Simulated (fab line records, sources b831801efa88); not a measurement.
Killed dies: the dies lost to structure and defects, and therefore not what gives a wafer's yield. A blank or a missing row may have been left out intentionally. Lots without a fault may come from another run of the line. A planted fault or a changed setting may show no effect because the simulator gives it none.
2 desks, one fault ; flow gf180mcu ; every desk sees just its own numbers, and what lay behind them comes last

## METROLOGY DESK
What the gauges read for every lot (on any tool): the sampled wafers with a number, averaged. Any lot whose mean is over 4 standard deviations away from the usual mean is out of limits and marked OUT; that distance is given in the brackets.
Columns: A = MVSD_RS at GF_VT_IMPLANT_RS_MEAS_46, usual 457.0 ohm/sq; B = cd_nm at GF_HV_LDD_CD_MEAS_19, usual 400.7 nm; C = HV_LDD_2_TW at GF_HV_LDD_TW_MEAS_23, usual 1061
lot;first seen here;A;B;C
L450;day 7 21:59;457.4;401.3;1071
L453;day 8 17:44;457.6;401.2;1070
L454;day 9 01:54;457.1;397.8;1072
L455;day 9 04:29;454.7;403.4;1085
L456;day 9 09:56;455.5;400.6;1035
L457;day 9 18:52;456.1;402.1;1073
L459;day 10 07:41;456.9;398.7;1081
L460;day 10 15:41;457.1;399.9;1041
L462;day 11 02:17;457.0;399.2;1070
L461;day 11 03:24;457.7;400.4;1067
L463;day 11 10:37;455.9;396.4;916 (-7.6) OUT
L464;day 11 17:05;456.9;403.5;1035
L467;day 12 12:55;459.0;396.1;919 (-7.5) OUT
This desk finds L463, L467 out of limits, with the earliest case on L463 at day 15 02:51 (HV_LDD_2_TW at GF_HV_LDD_TW_MEAS_23). In limits: L450, L453, L454, L455, L456, L457, L459, L460, L462, L461, L464.

## TOOL OWNER'S DESK, implanter-04
The tool's own readings at GF_HV_LDD_IMPLANT_21: means of the sampled wafers that have a number, for each lot that ran on this tool. Any lot whose mean is over 4 standard deviations away from the usual mean is out of limits and marked OUT; that distance is given in the brackets.
Columns: A = beam_energy_keV at GF_HV_LDD_IMPLANT_21, usual 25.000; B = faraday_current_uA at GF_HV_LDD_IMPLANT_21, usual 282
lot;first seen here;A;B
L459;day 13 23:11;24.993;277
L462;day 14 18:03;25.003;286
L461;day 14 23:17;25.002;288
L463;day 15 02:37;16.112 (-99 or more) OUT;286
L467;day 16 07:40;16.105 (-99 or more) OUT;281
Finding of this desk: L463, L467 out of limits; the first was L463 at day 15 02:37, on beam_energy_keV at GF_HV_LDD_IMPLANT_21. In limits: L459, L462, L461.

## BROUGHT TOGETHER
The tool owner's desk could have raised an alarm at day 15 02:37, on L463, L467.
On L463, L467, the metrology desk was in a position to raise an alarm at day 15 02:51.
The lots listed all ran GF_HV_LDD_IMPLANT_21 on implanter-04.

## WHAT HAD BEEN PUT IN BY THE SIMULATOR
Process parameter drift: implanter-04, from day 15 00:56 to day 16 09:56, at GF_HV_LDD_IMPLANT_21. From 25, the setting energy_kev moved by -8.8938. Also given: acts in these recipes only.
Lots struck among those shown: L463, L467.
Delay (hours) between the fault's onset and each desk's first out-of-limits reading: 2 at the tool owner's desk, 2 at the metrology desk.
